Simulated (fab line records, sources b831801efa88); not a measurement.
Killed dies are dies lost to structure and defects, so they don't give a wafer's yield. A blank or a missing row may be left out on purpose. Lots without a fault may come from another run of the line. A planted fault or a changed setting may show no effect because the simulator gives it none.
Problem report in the 8D (eight disciplines) form, filled by code | flow sfq_line | the parts of the form that need people (team, actions taken, sign-off) are left out

1. THE PROBLEM
rf_fwd_power_W at SFQ_TRILAYER_I4_DEP_PECVD_099 reads a mean of 153.3 W on 2 wafers of 2 lots; wafers without a fault read 182.3 W with a standard deviation of 0.6. That is -48 standard deviations from the usual mean.
The step: deposits SiO2 from SiH4/N2O, time 111.11 s, target thk 500 nm.
First seen on wafer L476.5, day 51 19:04, on pecvd-04. The record holds 41 wafers of 14 lots with a number at this step. Rule for "out", or "out of limits": more than 4 standard deviations from the usual mean. The other wafers with a number count as sound.

2. WHAT IT IS AND WHAT IT IS NOT
question                    | is                | is not
which readings at this step | rf_fwd_power_W    | heater_power_w, throttle_valve_pct
which lots                  | L476, L477        | L470, L471, L472, L483, L484, L485, L486, L487, L488, L489, L490, L492
which wafers of those lots  | L476.5, L477.3    | L476.6, L477.4, L477.6
read on which tools         | pecvd-04          | pecvd-02, pecvd-03
when                        | from day 51 19:04 | up to then (10 sound wafers); but 29 sound wafers of L477, L483, L484, L485, L486, L487, L488, L489, L490, L492 came after

3. SUSPECTS, AND WHAT RULES EACH OUT
Counting: a tool at a process step up to the reading stays a suspect if it ran every lot that is out. Sound lots after the first of them don't rule it out here, since some wafers of a struck lot are sound.
- pecvd-04 at SFQ_TRILAYER_I4_DEP_PECVD_099 (deposits SiO2 from SiH4/N2O, time 111.11 s, target thk 500 nm): kept. It ran every lot that is out, first L476 (day 51 19:04); its last sound lot up to then is L472 (day 50 23:42). Its own readings are out on those wafers: rf_fwd_power_W.
- Within pecvd-04 at SFQ_TRILAYER_I4_DEP_PECVD_099: the wafers that are out ran in chamber 0; their sound lot-mates ran in chambers 1, 2.
Left after counting: pecvd-04 at SFQ_TRILAYER_I4_DEP_PECVD_099.

4. THE CAUSE (what the simulator had put in)
Process parameter drift: pecvd-04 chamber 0, from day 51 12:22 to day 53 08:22, at SFQ_TRILAYER_I4_DEP_PECVD_099. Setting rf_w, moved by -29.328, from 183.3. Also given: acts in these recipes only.
Counting left only this tool.

5. THE CHAIN OF EFFECTS, in route order
Each row: a reading whose mean over the struck wafers that have a number lies more than 3 standard deviations from the usual. Only readings for which the record gives a usual standard deviation are gone through. hours: the time from each lot's start at the first step in this table that gives one to its start at this step, as a median over the lots. sigmas: the change in usual standard deviations.
hours | step                          | reading        | usual   | on struck wafers | change | sigmas
0     | SFQ_TRILAYER_I4_DEP_PECVD_099 | rf_fwd_power_W | 182.3 W | 153.3            | -29.0  | -48
The process steps in it:
- SFQ_TRILAYER_I4_DEP_PECVD_099: deposits SiO2 from SiH4/N2O, time 111.11 s, target thk 500 nm.

6. WHAT WOULD HAVE CAUGHT IT SOONER
In this record the first reading out of limits was taken at day 51 19:04, 7 hours after the fault began at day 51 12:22.
